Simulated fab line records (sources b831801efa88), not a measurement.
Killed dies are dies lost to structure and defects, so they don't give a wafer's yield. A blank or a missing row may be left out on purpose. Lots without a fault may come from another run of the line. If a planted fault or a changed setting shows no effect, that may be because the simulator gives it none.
Problem report in the 8D (eight disciplines) form, filled by code :: flow sky130 :: the parts of the form that need people (team, actions taken, sign-off) are left out

== 1. THE ISSUE ==
Mean of beam energy keV at SKY_LDD_N_IMPLANT_10: 17.013 across 6 wafers in 2 lots; on wafers with no fault it is 20.000 (standard deviation 0.0061). So: -99 or more standard deviations from the usual mean.
Seen first at day 20 21:34 on implanter-01, wafer L267.3. At this step, 18 wafers from 6 lots have a number in the record. The rule behind "out" and "out of limits": a value lying over 4 standard deviations away from the usual mean. The other wafers with a number count as sound.

== 2. WHAT THIS IS AND IS NOT ==
question: which readings at this step
is: beam energy keV
is not: beam on s

question: which lots
is: L267, L269
is not: L260, L275, L278, L279

question: which wafers of those lots
is: all that have a number
is not: -

question: read on which tools
is: implanter-01
is not: implanter-02, implanter-03

question: when
is: from day 20 21:34
is not: up to then (3 sound wafers); but 9 sound wafers of L275, L278, L279 came after

== 3. WHAT RULES OUT EACH SUSPECT ==
Counting: a tool at any process step up to the reading remains a suspect when it ran all the lots that are out and ran no sound lot after the first of those.
- implanter-01 at SKY_LDD_N_IMPLANT_10: ruled out as a lasting fault. After its first lot that is out, L267 (day 20 21:34), sound lots L278 ran on it.
Left after counting: nothing in the record.

== 4. THE CAUSE (what the simulator had put in) ==
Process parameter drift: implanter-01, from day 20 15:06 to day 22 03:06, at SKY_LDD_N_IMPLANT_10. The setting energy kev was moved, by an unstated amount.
Counting ruled it out, wrongly.

== 5. THE EFFECT CHAIN, in route order ==
Each row: a reading whose mean over the struck wafers that have a number lies more than 3 standard deviations from the usual. Only readings for which the record gives a usual standard deviation are gone through. hours: the time from each lot's start at the first step in this table that gives one to its start at this step, as a median over the lots. sigmas: the change in usual standard deviations.
hours: 0
step: SKY_LDD_N_IMPLANT_10
reading: beam energy keV
usual: 20.000
on struck wafers: 17.013
change: -2.987
sigmas: -99 or more
Here are the process steps it includes:
- SKY_LDD_N_IMPLANT_10

== 6. HOW IT WOULD HAVE BEEN CAUGHT EARLIER ==
First out-of-limits reading in this record: day 20 21:34, which is 6 hours after fault onset at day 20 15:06.
